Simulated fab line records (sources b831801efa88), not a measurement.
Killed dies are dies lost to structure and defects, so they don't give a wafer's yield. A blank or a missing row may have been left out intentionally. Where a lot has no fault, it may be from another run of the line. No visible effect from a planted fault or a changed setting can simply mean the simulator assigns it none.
fab line records | flow gf180mcu | part 1 of 2: steps 1 to 25 of 34
[record] lots = 5 | wafers = 15 | lastDay = 33
route steps=602 shown VT_IMPLANT@107 MVSD@136 NWELL@137 LVPWELL@138 MVPSD@139
lots that met no fault: from a run of the same line without faults
startH: hours from the record's first day to the start of the lot's first wafer shown | waitH: hours since the lot's step before | " as in the row above | L1.1+2: several wafers, shown together as one row | - no value, or no start given | * or withheld: withheld | < > ~ a bound
route shown NAME@n: names a module that has steps shown in the file, with the first one's number in the route | usual: mean and standard deviation over wafers with no fault | same: alike in all rows | chamber/n: place in a boat | sites: readings site by site | _std_site: the standard deviation of these | _edge_site: the outer-site mean with the inner-site mean subtracted | radiusMm: how far each site lies from the wafer's centre | mask NAME#n: copy n | behind: the last tool/chamber to shape the wafer | hold: reason for holding the lot/hours on hold/outcome of the hold | device: the n, p or np transistor that did not switch | end of line: the tests these same wafers got at the end of their route | a step with no rows: only its recipe | killed: dies that structure and defects cost at the first sort, which is not the same as the wafer's yield | map: per-die view of a wafer (x killed, . not killed, _ where there is no die)
set.NAME: the setting the step ran with; set.NAME@STEP: the setting that earlier step ran with | model.NAME: the simulator's own value behind a step, which no gauge read
certain route steps with their lots: each step a table, each wafer a row
services: when a tool's chamber went out of use (startH, in hours from the record's first day, below 0 if earlier), for how many hours, and the reason
[[steps]]
[step GF_VT_IMPLANT_DEVELOP_17]
[recipe] developTimeS = 60 | devTempC = 23
[usual] developerTempC = 23.00/0.1 | exhaustPa = 45.0/0.84
lot.wafer | tool          | chamber | startH | waitH | developerTempC | exhaustPa
L075.1    | lithoTrack-03 | 0       | 132.90 | 0.1   | 23.00          | 45.0
L075.3    | "             | 0       | "      | "     | 23.15          | 45.5
L075.6    | "             | 0       | "      | "     | 23.20          | 45.3
L084.1    | lithoTrack-02 | 0       | 187.21 | 0.1   | 23.04          | 45.8
L084.3    | "             | 0       | "      | "     | 22.75          | 45.3
L084.4    | "             | 0       | "      | "     | 22.95          | 45.8
L085.1    | lithoTrack-03 | 0       | 194.85 | 0.1   | 23.07          | 44.7
L085.3    | "             | 0       | "      | "     | 22.99          | 44.6
L085.5    | "             | 0       | "      | "     | 23.04          | 45.3
L088.3    | lithoTrack-01 | 0       | 213.90 | 0.1   | 22.85          | 46.1
L088.5    | "             | 0       | "      | "     | 22.93          | 45.4
L088.6    | "             | 0       | "      | "     | 22.99          | 47.3
L094.3    | lithoTrack-03 | 0       | 251.79 | 0.1   | 22.91          | 46.0
L094.4    | "             | 0       | "      | "     | 22.86          | 45.1
L094.6    | "             | 0       | "      | "     | 22.84          | 45.6
[step GF_VT_IMPLANT_OVL_MEAS_18]
[usual] VT_IMPLANT_01_OVL = 0.2/1.5
lot.wafer | tool       | chamber | startH | waitH | VT_IMPLANT_01_OVL[nm]
L075.1    | overlay-01 | -       | 133.05 | 0.1   | 1.3
L075.3    | "          | -       | "      | "     | 0.6
L075.6    | "          | -       | "      | "     | 0.4
L084.1    | overlay-02 | -       | 187.36 | 0.1   | 1.0
L084.3    | "          | -       | "      | "     | 2.9
L084.4    | "          | -       | "      | "     | 3.6
L085.1    | overlay-02 | -       | 195.00 | 0.1   | -2.2
L085.3    | "          | -       | "      | "     | -0.9
L085.5    | "          | -       | "      | "     | -1.0
L088.3    | overlay-01 | -       | 214.01 | 0.1   | -0.2
L088.5    | "          | -       | "      | "     | -0.6
L088.6    | "          | -       | "      | "     | -0.3
L094.3    | overlay-01 | -       | 251.91 | 0.1   | 0.2
L094.4    | "          | -       | "      | "     | 2.2
L094.6    | "          | -       | "      | "     | 0.3
[step GF_VT_IMPLANT_IMPLANT_19]
[recipe] species = As | energyKev = 100 | doseCm2 = 4.35e+12 | tiltDeg = 7
lot.wafer  | tool         | chamber | startH | waitH
L075.1+3+6 | implanter-04 | 0       | 133.08 | 0.0
L084.1+3+4 | implanter-03 | 0       | 187.40 | 0.0
L085.1+3+5 | implanter-04 | 0       | 195.03 | 0.0
L088.3+5+6 | implanter-04 | 0       | 214.09 | 0.1
L094.3+4+6 | implanter-03 | 0       | 251.98 | 0.1
[step GF_VT_IMPLANT_STRIP_20]
[recipe] chemistry = O2/N2 | powerW = 1400 | pressureMtorr = 1500 | platenTempC = 250 | o2FlowSccm = 3000 | n2FlowSccm = 300 | overashFraction = 0.5
[usual] drypumpMotorCurrentA = 5.8/0.39 | heaterPowerW = 323/40 | oesProductAu = 0.716/0.0045 | platenTempC = 250.03/0.18 | stripTimeToEndpointS = 12.63/0.04
lot.wafer | tool           | chamber | startH | waitH | drypumpMotorCurrentA | heaterPowerW | oesProductAu | platenTempC | rfHoursCounterH | stripTimeToEndpointS
L075.1    | plasmaAsher-04 | 0       | 133.23 | 0.1   | 5.3                  | 367          | 0.720        | 250.21      | 50              | 12.59
L075.3    | "              | 0       | "      | "     | 5.3                  | 361          | 0.717        | 250.29      | -               | 12.61
L075.6    | "              | 0       | "      | "     | 5.3                  | 357          | 0.719        | 250.19      | -               | 12.59
L084.1    | plasmaAsher-04 | 1       | 187.55 | 0.1   | 6.3                  | 278          | 0.711        | 250.34      | 55              | 12.74
L084.3    | "              | 0       | "      | "     | 5.3                  | 366          | 0.715        | 249.99      | -               | 12.67
L084.4    | "              | 1       | "      | "     | 6.3                  | 276          | 0.719        | 250.02      | -               | 12.69
L085.1    | plasmaAsher-04 | 1       | 195.18 | 0.1   | 6.4                  | 287          | 0.716        | 249.85      | 56              | 12.56
L085.3    | "              | 0       | "      | "     | 5.3                  | 366          | 0.714        | 250.01      | -               | 12.58
L085.5    | "              | 0       | "      | "     | 5.3                  | 375          | 0.717        | 250.12      | -               | 12.57
L088.3    | plasmaAsher-04 | 1       | 214.22 | 0.1   | 6.3                  | 280          | 0.709        | 249.94      | -               | 12.61
L088.5    | "              | 1       | "      | "     | 6.4                  | 279          | 0.709        | 249.67      | -               | 12.61
L088.6    | "              | 0       | "      | "     | 5.3                  | 356          | 0.718        | 249.96      | -               | 12.57
L094.3    | plasmaAsher-04 | 1       | 252.11 | 0.1   | 6.3                  | 281          | 0.718        | 250.04      | -               | 12.63
L094.4    | "              | 0       | "      | "     | 5.3                  | 367          | 0.721        | 250.21      | -               | 12.65
L094.6    | "              | 0       | "      | "     | 5.3                  | 377          | 0.720        | 250.08      | -               | 12.69
[step GF_VT_IMPLANT_TW_MEAS_21]
[usual] VT_IMPLANT_2_TW = 1209/6.4
lot.wafer | tool         | chamber | startH | waitH | VT_IMPLANT_2_TW
L075.1    | filmMetro-02 | -       | 133.33 | 0.1   | 1211
L075.3    | "            | -       | "      | "     | 1208
L075.6    | "            | -       | "      | "     | 1207
L084.1    | filmMetro-02 | -       | 187.65 | 0.1   | 1206
L084.3    | "            | -       | "      | "     | 1207
L084.4    | "            | -       | "      | "     | 1207
L085.1    | filmMetro-02 | -       | 195.28 | 0.1   | 1212
L085.3    | "            | -       | "      | "     | 1205
L085.5    | "            | -       | "      | "     | 1202
L088.3    | filmMetro-01 | -       | 214.31 | 0.1   | 1219
L088.5    | "            | -       | "      | "     | 1216
L088.6    | "            | -       | "      | "     | 1216
L094.3    | filmMetro-03 | -       | 252.20 | 0.1   | 1206
L094.4    | "            | -       | "      | "     | 1209
L094.6    | "            | -       | "      | "     | 1210
[step GF_VT_IMPLANT_DEHYDRATE_22]
[recipe] tempC = 200 | timeS = 60
[usual] exhaustPa = 45.0/0.86 | heaterPowerTotalW = 160.37/0.14
lot.wafer | tool          | chamber | startH | waitH | exhaustPa | heaterPowerTotalW
L075.1    | lithoTrack-01 | 0       | 140.25 | 6.9   | 46.2      | 160.48
L075.3    | "             | 0       | "      | "     | 45.8      | 160.34
L075.6    | "             | 0       | "      | "     | 45.8      | 160.51
L084.1    | lithoTrack-03 | 0       | 195.35 | 7.7   | 46.2      | 160.53
L084.3    | "             | 0       | "      | "     | 47.5      | 160.54
L084.4    | "             | 0       | "      | "     | 46.9      | 160.52
L085.1    | lithoTrack-01 | 0       | 203.15 | 7.9   | 46.1      | 160.28
L085.3    | "             | 0       | "      | "     | 45.2      | 160.44
L085.5    | "             | 0       | "      | "     | 45.8      | 160.18
L088.3    | lithoTrack-03 | 0       | 222.50 | 8.2   | 45.6      | 160.55
L088.5    | "             | 0       | "      | "     | 45.8      | 160.17
L088.6    | "             | 0       | "      | "     | 45.7      | 160.39
L094.3    | lithoTrack-02 | 0       | 260.81 | 8.6   | 44.7      | 160.16
L094.4    | "             | 0       | "      | "     | 44.3      | 160.57
L094.6    | "             | 0       | "      | "     | 45.8      | 160.45
[step GF_VT_IMPLANT_HMDS_23]
[recipe] primeTimeS = 60 | primeTempC = 120
[usual] exhaustPa = 45.0/0.95
lot.wafer | tool          | chamber | startH | waitH | exhaustPa
L075.1    | lithoTrack-01 | 0       | 140.40 | 0.1   | 44.6
L075.3    | "             | 0       | "      | "     | 45.6
L075.6    | "             | 0       | "      | "     | 45.0
L084.1    | lithoTrack-03 | 0       | 195.50 | 0.1   | 46.0
L084.3    | "             | 0       | "      | "     | 45.1
L084.4    | "             | 0       | "      | "     | 44.3
L085.1    | lithoTrack-01 | 0       | 203.30 | 0.1   | 44.5
L085.3    | "             | 0       | "      | "     | 45.2
L085.5    | "             | 0       | "      | "     | 45.3
L088.3    | lithoTrack-03 | 0       | 222.65 | 0.1   | 45.2
L088.5    | "             | 0       | "      | "     | 44.2
L088.6    | "             | 0       | "      | "     | 42.5
L094.3    | lithoTrack-02 | 0       | 260.96 | 0.1   | 44.7
L094.4    | "             | 0       | "      | "     | 46.3
L094.6    | "             | 0       | "      | "     | 44.8
[step GF_VT_IMPLANT_COAT_24]
[recipe] resist = NOVOLAK | spinRpm = 3000 | resistThkNm = 1000
[usual] dispensePressureKPa = 51.2/2.3 | exhaustPa = 44.7/1
lot.wafer | tool          | chamber | startH | waitH | dispensePressureKPa | exhaustPa
L075.1    | lithoTrack-01 | 0       | 140.55 | 0.1   | 55.5                | 45.8
L075.3    | "             | 0       | "      | "     | 55.5                | 44.2
L075.6    | "             | 0       | "      | "     | 55.5                | 46.3
L084.1    | lithoTrack-03 | 0       | 195.65 | 0.1   | 50.7                | 44.0
L084.3    | "             | 0       | "      | "     | 50.7                | 44.4
L084.4    | "             | 0       | "      | "     | 50.7                | 44.8
L085.1    | lithoTrack-01 | 0       | 203.45 | 0.1   | 55.5                | 46.5
L085.3    | "             | 0       | "      | "     | 55.6                | 45.2
L085.5    | "             | 0       | "      | "     | 55.6                | 46.1
L088.3    | lithoTrack-03 | 0       | 222.80 | 0.1   | 50.7                | 44.3
L088.5    | "             | 0       | "      | "     | 50.8                | 43.0
L088.6    | "             | 0       | "      | "     | 50.8                | 45.7
L094.3    | lithoTrack-02 | 0       | 261.11 | 0.1   | 49.2                | 43.6
L094.4    | "             | 0       | "      | "     | 49.2                | 43.0
L094.6    | "             | 0       | "      | "     | 49.2                | 45.2
[step GF_VT_IMPLANT_SOFTBAKE_25]
[recipe] tempC = 90 | timeS = 60 | resist = NOVOLAK
[usual] exhaustPa = 45.0/0.85 | heaterPowerTotalW = 56.59/0.043
lot.wafer | tool          | chamber | startH | waitH | exhaustPa | heaterPowerTotalW
L075.1    | lithoTrack-01 | 0       | 140.70 | 0.1   | 45.2      | 56.59
L075.3    | "             | 0       | "      | "     | 45.9      | 56.58
L075.6    | "             | 0       | "      | "     | 45.1      | 56.63
L084.1    | lithoTrack-03 | 0       | 195.80 | 0.1   | 45.5      | 56.67
L084.3    | "             | 0       | "      | "     | 44.8      | 56.54
L084.4    | "             | 0       | "      | "     | 44.5      | 56.60
L085.1    | lithoTrack-01 | 0       | 203.60 | 0.1   | 45.3      | 56.64
L085.3    | "             | 0       | "      | "     | 43.1      | 56.59
L085.5    | "             | 0       | "      | "     | 44.9      | 56.60
L088.3    | lithoTrack-03 | 0       | 222.95 | 0.1   | 44.1      | 56.52
L088.5    | "             | 0       | "      | "     | 45.1      | 56.65
L088.6    | "             | 0       | "      | "     | 43.4      | 56.67
L094.3    | lithoTrack-02 | 0       | 261.26 | 0.1   | 43.8      | 56.64
L094.4    | "             | 0       | "      | "     | 44.8      | 56.63
L094.6    | "             | 0       | "      | "     | 45.6      | 56.60
[step GF_VT_IMPLANT_EXPOSE_26]
[recipe] maskId = LVPWELL_HV_AREA | targetCdNm = 860 | na = 0.6 | sourceShape = conventional | sigmaOuter = 0.6 | doseMj = 140
lot.wafer  | tool            | chamber | startH | waitH | mask
L075.1+3+6 | ilineStepper-01 | 0       | -      | -     | LVPWELL_HV_AREA#0
L084.1+3+4 | ilineStepper-01 | 0       | -      | -     | LVPWELL_HV_AREA#0
L085.1+3+5 | ilineStepper-01 | 0       | -      | -     | LVPWELL_HV_AREA#0
L088.3+5+6 | ilineStepper-01 | 0       | -      | -     | LVPWELL_HV_AREA#0
L094.3+4+6 | ilineStepper-01 | 0       | -      | -     | LVPWELL_HV_AREA#0
[step GF_VT_IMPLANT_PEB_27]
[recipe] tempC = withheld | timeS = * | resist = NOVOLAK
[usual] exhaustPa = 44.9/0.81
lot.wafer | tool          | chamber | startH | waitH | exhaustPa
L075.1    | lithoTrack-03 | 0       | -      | -     | 44.0
L075.3    | "             | 0       | "      | "     | 43.4
L075.6    | "             | 0       | "      | "     | 45.3
L084.1    | lithoTrack-03 | 0       | -      | -     | 45.3
L084.3    | "             | 0       | "      | "     | 44.0
L084.4    | "             | 0       | "      | "     | 44.9
L085.1    | lithoTrack-02 | 0       | -      | -     | 45.3
L085.3    | "             | 0       | "      | "     | 45.4
L085.5    | "             | 0       | "      | "     | 45.1
L088.3    | lithoTrack-02 | 0       | -      | -     | 47.1
L088.5    | "             | 0       | "      | "     | 45.3
L088.6    | "             | 0       | "      | "     | 46.2
L094.3    | lithoTrack-02 | 0       | -      | -     | 46.4
L094.4    | "             | 0       | "      | "     | 45.3
L094.6    | "             | 0       | "      | "     | 46.2
[step GF_VT_IMPLANT_DEVELOP_28]
[recipe] developTimeS = 60 | devTempC = 23
[usual] developerTempC = 22.99/0.11 | exhaustPa = 44.9/0.85
lot.wafer | tool          | chamber | startH | waitH | developerTempC | exhaustPa
L075.1    | lithoTrack-03 | 0       | 148.10 | 0.1   | 23.20          | 44.8
L075.3    | "             | 0       | "      | "     | 23.08          | 45.4
L075.6    | "             | 0       | "      | "     | 22.98          | 44.8
L084.1    | lithoTrack-03 | 0       | 204.45 | 0.1   | 23.06          | 44.9
L084.3    | "             | 0       | "      | "     | 23.15          | 44.6
L084.4    | "             | 0       | "      | "     | 23.18          | 44.4
L085.1    | lithoTrack-02 | 0       | 211.46 | 0.1   | 22.94          | 42.9
L085.3    | "             | 0       | "      | "     | 23.05          | 44.3
L085.5    | "             | 0       | "      | "     | 23.10          | 42.5
L088.3    | lithoTrack-02 | 0       | 231.36 | 0.1   | 22.93          | 45.7
L088.5    | "             | 0       | "      | "     | 22.85          | 44.8
L088.6    | "             | 0       | "      | "     | 22.88          | 44.9
L094.3    | lithoTrack-02 | 0       | 270.66 | 0.1   | 23.11          | 43.6
L094.4    | "             | 0       | "      | "     | 23.09          | 44.3
L094.6    | "             | 0       | "      | "     | 23.08          | 44.4
[step GF_VT_IMPLANT_OVL_MEAS_29]
[usual] VT_IMPLANT_02_OVL = 0.1/1.2
lot.wafer | tool       | chamber | startH | waitH | VT_IMPLANT_02_OVL[nm]
L075.1    | overlay-01 | -       | 148.25 | 0.1   | -1.2
L075.3    | "          | -       | "      | "     | 0.0
L075.6    | "          | -       | "      | "     | 0.1
L084.1    | overlay-02 | -       | 204.60 | 0.1   | -0.8
L084.3    | "          | -       | "      | "     | -1.3
L084.4    | "          | -       | "      | "     | -0.9
L085.1    | overlay-01 | -       | 211.61 | 0.1   | -2.7
L085.3    | "          | -       | "      | "     | 0.2
L085.5    | "          | -       | "      | "     | -0.3
L088.3    | overlay-01 | -       | 231.47 | 0.1   | -0.3
L088.5    | "          | -       | "      | "     | 2.3
L088.6    | "          | -       | "      | "     | 0.0
L094.3    | overlay-02 | -       | 270.77 | 0.1   | 0.2
L094.4    | "          | -       | "      | "     | 1.6
L094.6    | "          | -       | "      | "     | 0.8
[step GF_VT_IMPLANT_IMPLANT_30]
[recipe] species = B | energyKev = 25 | doseCm2 = 2.534e+12 | tiltDeg = 7
lot.wafer  | tool         | chamber | startH | waitH
L075.1+3+6 | implanter-03 | 0       | 148.28 | 0.0
L084.1+3+4 | implanter-04 | 0       | 204.63 | 0.0
L085.1+3+5 | implanter-04 | 0       | 211.65 | 0.0
L088.3+5+6 | implanter-01 | 0       | 231.55 | 0.1
L094.3+4+6 | implanter-04 | 0       | 270.85 | 0.1
[step GF_VT_IMPLANT_STRIP_31]
[recipe] chemistry = O2/N2 | powerW = 1400 | pressureMtorr = 1500 | platenTempC = 250 | o2FlowSccm = 3000 | n2FlowSccm = 300 | overashFraction = 0.5
[usual] drypumpMotorCurrentA = 5.72/0.27 | heaterPowerW = 323/36 | oesProductAu = 0.716/0.0044 | platenTempC = 250.02/0.18 | stripTimeToEndpointS = 12.623/0.027
lot.wafer | tool           | chamber | startH | waitH | drypumpMotorCurrentA | heaterPowerW | oesProductAu | platenTempC | rfHoursCounterH | stripTimeToEndpointS
L075.1    | plasmaAsher-04 | 1       | 148.43 | 0.1   | 6.35                 | 277          | 0.720        | 249.96      | 51              | 12.590
L075.3    | "              | 1       | "      | "     | 6.33                 | 276          | 0.711        | 250.19      | -               | 12.599
L075.6    | "              | 1       | "      | "     | 6.32                 | 278          | 0.715        | 249.98      | -               | 12.624
L084.1    | plasmaAsher-02 | 1       | 204.78 | 0.1   | 5.69                 | 321          | 0.716        | 250.04      | 7               | 12.594
L084.3    | "              | 1       | "      | "     | 5.71                 | 328          | 0.715        | 250.26      | -               | 12.615
L084.4    | "              | 0       | "      | "     | 5.71                 | 283          | 0.710        | 249.97      | -               | 12.643
L085.1    | plasmaAsher-04 | 1       | 211.80 | 0.1   | 6.32                 | 282          | 0.715        | 249.97      | 58              | 12.605
L085.3    | "              | 0       | "      | "     | 5.32                 | 366          | 0.719        | 249.92      | -               | 12.618
L085.5    | "              | 1       | "      | "     | 6.31                 | 288          | 0.711        | 250.07      | -               | 12.625
L088.3    | plasmaAsher-04 | 0       | 231.68 | 0.1   | 5.29                 | 372          | 0.710        | 249.97      | -               | 12.598
L088.5    | "              | 0       | "      | "     | 5.30                 | 367          | 0.716        | 250.21      | -               | 12.595
L088.6    | "              | 1       | "      | "     | 6.32                 | 288          | 0.714        | 249.83      | -               | 12.597
L094.3    | plasmaAsher-01 | 1       | 270.98 | 0.1   | 5.73                 | 349          | 0.717        | 249.97      | -               | 12.634
L094.4    | "              | 0       | "      | "     | 5.59                 | 353          | 0.714        | 249.64      | -               | 12.600
L094.6    | "              | 1       | "      | "     | 5.73                 | 365          | 0.721        | 250.06      | -               | 12.640
[step GF_VT_IMPLANT_TW_MEAS_32]
[usual] VT_IMPLANT_3_TW = 267.5/1.5
lot.wafer | tool         | chamber | startH | waitH | VT_IMPLANT_3_TW
L075.1    | filmMetro-01 | -       | 148.53 | 0.1   | 268.0
L075.3    | "            | -       | "      | "     | 270.0
L075.6    | "            | -       | "      | "     | 266.8
L084.1    | filmMetro-02 | -       | 204.88 | 0.1   | 266.8
L084.3    | "            | -       | "      | "     | 267.9
L084.4    | "            | -       | "      | "     | 265.4
L085.1    | filmMetro-01 | -       | 211.90 | 0.1   | 268.2
L085.3    | "            | -       | "      | "     | 267.3
L085.5    | "            | -       | "      | "     | 267.5
L088.3    | filmMetro-02 | -       | 231.77 | 0.1   | 265.7
L088.5    | "            | -       | "      | "     | 265.4
L088.6    | "            | -       | "      | "     | 264.7
L094.3    | filmMetro-01 | -       | 271.07 | 0.1   | 269.4
L094.4    | "            | -       | "      | "     | 266.8
L094.6    | "            | -       | "      | "     | 268.4
[step GF_VT_IMPLANT_DEHYDRATE_33]
[recipe] tempC = 200 | timeS = 60
[usual] exhaustPa = 45.1/0.81 | heaterPowerTotalW = 160.38/0.13
lot.wafer | tool          | chamber | startH | waitH | exhaustPa | heaterPowerTotalW
L075.1    | lithoTrack-03 | 0       | 155.95 | 7.4   | 44.0      | 160.59
L075.3    | "             | 0       | "      | "     | 44.7      | 160.36
L075.6    | "             | 0       | "      | "     | 44.2      | 160.45
L084.1    | lithoTrack-03 | 0       | 212.45 | 7.6   | 43.9      | 160.41
L084.3    | "             | 0       | "      | "     | 43.9      | 160.23
L084.4    | "             | 0       | "      | "     | 45.7      | 160.63
L085.1    | lithoTrack-02 | 0       | 219.96 | 8.1   | 45.2      | 160.56
L085.3    | "             | 0       | "      | "     | 44.8      | 160.18
L085.5    | "             | 0       | "      | "     | 45.2      | 160.29
L088.3    | lithoTrack-03 | 0       | 240.39 | 8.6   | 45.7      | 160.41
L088.5    | "             | 0       | "      | "     | 44.7      | 160.25
L088.6    | "             | 0       | "      | "     | 46.4      | 160.33
L094.3    | lithoTrack-03 | 0       | 280.04 | 9.0   | 45.4      | 160.40
L094.4    | "             | 0       | "      | "     | 45.8      | 160.29
L094.6    | "             | 0       | "      | "     | 45.7      | 160.36
[step GF_VT_IMPLANT_HMDS_34]
[recipe] primeTimeS = 60 | primeTempC = 120
[usual] exhaustPa = 45.1/0.87
lot.wafer | tool          | chamber | startH | waitH | exhaustPa
L075.1    | lithoTrack-03 | 0       | 156.10 | 0.1   | 45.2
L075.3    | "             | 0       | "      | "     | 44.2
L075.6    | "             | 0       | "      | "     | 44.4
L084.1    | lithoTrack-03 | 0       | 212.60 | 0.1   | 45.3
L084.3    | "             | 0       | "      | "     | 46.8
L084.4    | "             | 0       | "      | "     | 45.7
L085.1    | lithoTrack-02 | 0       | 220.11 | 0.1   | 45.4
L085.3    | "             | 0       | "      | "     | 45.2
L085.5    | "             | 0       | "      | "     | 45.4
L088.3    | lithoTrack-03 | 0       | 240.54 | 0.1   | 44.3
L088.5    | "             | 0       | "      | "     | 45.0
L088.6    | "             | 0       | "      | "     | 42.7
L094.3    | lithoTrack-03 | 0       | 280.19 | 0.1   | 45.3
L094.4    | "             | 0       | "      | "     | 43.1
L094.6    | "             | 0       | "      | "     | 44.9
[step GF_VT_IMPLANT_COAT_35]
[recipe] resist = NOVOLAK | spinRpm = 3000 | resistThkNm = 1000
[usual] dispensePressureKPa = 51.6/2.6 | exhaustPa = 44.9/0.94
lot.wafer | tool          | chamber | startH | waitH | dispensePressureKPa | exhaustPa
L075.1    | lithoTrack-03 | 0       | 156.25 | 0.1   | 50.7                | 45.6
L075.3    | "             | 0       | "      | "     | 50.7                | 45.0
L075.6    | "             | 0       | "      | "     | 50.7                | 44.0
L084.1    | lithoTrack-03 | 0       | 212.75 | 0.1   | 50.7                | 44.5
L084.3    | "             | 0       | "      | "     | 50.7                | 43.8
L084.4    | "             | 0       | "      | "     | 50.7                | 44.1
L085.1    | lithoTrack-02 | 0       | 220.26 | 0.1   | 49.2                | 44.7
L085.3    | "             | 0       | "      | "     | 49.2                | 44.7
L085.5    | "             | 0       | "      | "     | 49.2                | 42.7
L088.3    | lithoTrack-03 | 0       | 240.69 | 0.1   | 50.8                | 45.0
L088.5    | "             | 0       | "      | "     | 50.7                | 44.6
L088.6    | "             | 0       | "      | "     | 50.8                | 44.1
L094.3    | lithoTrack-03 | 0       | 280.34 | 0.1   | 50.6                | 46.9
L094.4    | "             | 0       | "      | "     | 50.7                | 46.9
L094.6    | "             | 0       | "      | "     | 50.6                | 46.0
[step GF_VT_IMPLANT_SOFTBAKE_36]
[recipe] tempC = 90 | timeS = 60 | resist = NOVOLAK
[usual] exhaustPa = 45.1/0.88 | heaterPowerTotalW = 56.61/0.047
lot.wafer | tool          | chamber | startH | waitH | exhaustPa | heaterPowerTotalW
L075.1    | lithoTrack-03 | 0       | 156.40 | 0.1   | 46.7      | 56.58
L075.3    | "             | 0       | "      | "     | 46.4      | 56.58
L075.6    | "             | 0       | "      | "     | 46.1      | 56.60
L084.1    | lithoTrack-03 | 0       | 212.90 | 0.1   | 45.4      | 56.64
L084.3    | "             | 0       | "      | "     | 44.4      | 56.59
L084.4    | "             | 0       | "      | "     | 44.4      | 56.66
L085.1    | lithoTrack-02 | 0       | 220.41 | 0.1   | 46.1      | 56.63
L085.3    | "             | 0       | "      | "     | 45.6      | 56.68
L085.5    | "             | 0       | "      | "     | 45.2      | 56.54
L088.3    | lithoTrack-03 | 0       | 240.84 | 0.1   | 45.9      | 56.60
L088.5    | "             | 0       | "      | "     | 44.0      | 56.61
L088.6    | "             | 0       | "      | "     | 44.7      | 56.67
L094.3    | lithoTrack-03 | 0       | 280.49 | 0.1   | 44.1      | 56.63
L094.4    | "             | 0       | "      | "     | 45.9      | 56.59
L094.6    | "             | 0       | "      | "     | 45.5      | 56.60
[step GF_VT_IMPLANT_EXPOSE_37]
[recipe] maskId = Nwell_HV_AREA | targetCdNm = 860 | na = 0.6 | sourceShape = conventional | sigmaOuter = 0.6 | doseMj = 140
lot.wafer  | tool            | chamber | startH | waitH | mask
L075.1+3+6 | ilineStepper-02 | 0       | -      | -     | Nwell_HV_AREA#0
L084.1+3+4 | ilineStepper-02 | 0       | -      | -     | Nwell_HV_AREA#0
L085.1+3+5 | ilineStepper-02 | 0       | -      | -     | Nwell_HV_AREA#0
L088.3+5+6 | ilineStepper-02 | 0       | -      | -     | Nwell_HV_AREA#0
L094.3+4+6 | ilineStepper-02 | 0       | -      | -     | Nwell_HV_AREA#0
[step GF_VT_IMPLANT_PEB_38]
[recipe] tempC = withheld | timeS = * | resist = NOVOLAK
[usual] exhaustPa = 45.2/0.88
lot.wafer | tool          | chamber | startH | waitH | exhaustPa
L075.1    | lithoTrack-02 | 0       | -      | -     | 46.5
L075.3    | "             | 0       | "      | "     | 45.6
L075.6    | "             | 0       | "      | "     | 45.4
L084.1    | lithoTrack-03 | 0       | -      | -     | 44.5
L084.3    | "             | 0       | "      | "     | 44.5
L084.4    | "             | 0       | "      | "     | 44.1
L085.1    | lithoTrack-01 | 0       | -      | -     | 45.8
L085.3    | "             | 0       | "      | "     | 43.8
L085.5    | "             | 0       | "      | "     | 44.7
L088.3    | lithoTrack-03 | 0       | -      | -     | 46.1
L088.5    | "             | 0       | "      | "     | 44.9
L088.6    | "             | 0       | "      | "     | 44.8
L094.3    | lithoTrack-02 | 0       | -      | -     | 44.5
L094.4    | "             | 0       | "      | "     | 44.9
L094.6    | "             | 0       | "      | "     | 44.8
[step GF_VT_IMPLANT_DEVELOP_39]
[recipe] developTimeS = 60 | devTempC = 23
[usual] developerTempC = 23.01/0.11 | exhaustPa = 45.0/0.97
lot.wafer | tool          | chamber | startH | waitH | developerTempC | exhaustPa
L075.1    | lithoTrack-02 | 0       | 163.96 | 0.1   | 23.03          | 44.8
L075.3    | "             | 0       | "      | "     | 23.03          | 45.4
L075.6    | "             | 0       | "      | "     | 23.18          | 46.1
L084.1    | lithoTrack-03 | 0       | 221.25 | 0.1   | 23.12          | 46.3
L084.3    | "             | 0       | "      | "     | 23.15          | 46.4
L084.4    | "             | 0       | "      | "     | 23.14          | 46.4
L085.1    | lithoTrack-01 | 0       | 229.00 | 0.1   | 23.06          | 44.7
L085.3    | "             | 0       | "      | "     | 23.12          | 46.6
L085.5    | "             | 0       | "      | "     | 23.05          | 45.6
L088.3    | lithoTrack-03 | 0       | 249.89 | 0.1   | 22.95          | 46.4
L088.5    | "             | 0       | "      | "     | 22.98          | 44.5
L088.6    | "             | 0       | "      | "     | 22.86          | 45.2
L094.3    | lithoTrack-02 | 0       | 290.56 | 0.1   | 23.13          | 43.7
L094.4    | "             | 0       | "      | "     | 23.18          | 44.8
L094.6    | "             | 0       | "      | "     | 23.04          | 44.5
[step GF_VT_IMPLANT_OVL_MEAS_40]
[usual] VT_IMPLANT_03_OVL = -1.3/1.4
lot.wafer | tool       | chamber | startH | waitH | VT_IMPLANT_03_OVL[nm]
L075.1    | overlay-01 | -       | 164.11 | 0.1   | -2.0
L075.3    | "          | -       | "      | "     | -2.9
L075.6    | "          | -       | "      | "     | -1.2
L084.1    | overlay-02 | -       | 221.40 | 0.1   | -1.2
L084.3    | "          | -       | "      | "     | -1.1
L084.4    | "          | -       | "      | "     | -2.4
L085.1    | overlay-01 | -       | 229.15 | 0.1   | -2.0
L085.3    | "          | -       | "      | "     | -2.0
L085.5    | "          | -       | "      | "     | -1.4
L088.3    | overlay-02 | -       | 250.01 | 0.1   | -0.6
L088.5    | "          | -       | "      | "     | -3.6
L088.6    | "          | -       | "      | "     | -2.9
L094.3    | overlay-01 | -       | 290.67 | 0.1   | -0.3
L094.4    | "          | -       | "      | "     | -0.1
L094.6    | "          | -       | "      | "     | -0.9
[step GF_VT_IMPLANT_IMPLANT_41]
[recipe] species = As | energyKev = 70 | doseCm2 = 1.013e+12 | tiltDeg = 7
lot.wafer  | tool         | chamber | startH | waitH
L075.1+3+6 | implanter-03 | 0       | 164.15 | 0.0
L084.1+3+4 | implanter-01 | 0       | 221.43 | 0.0
L085.1+3+5 | implanter-01 | 0       | 229.19 | 0.0
L088.3+5+6 | implanter-03 | 0       | 250.08 | 0.1
L094.3+4+6 | implanter-03 | 0       | 290.75 | 0.1
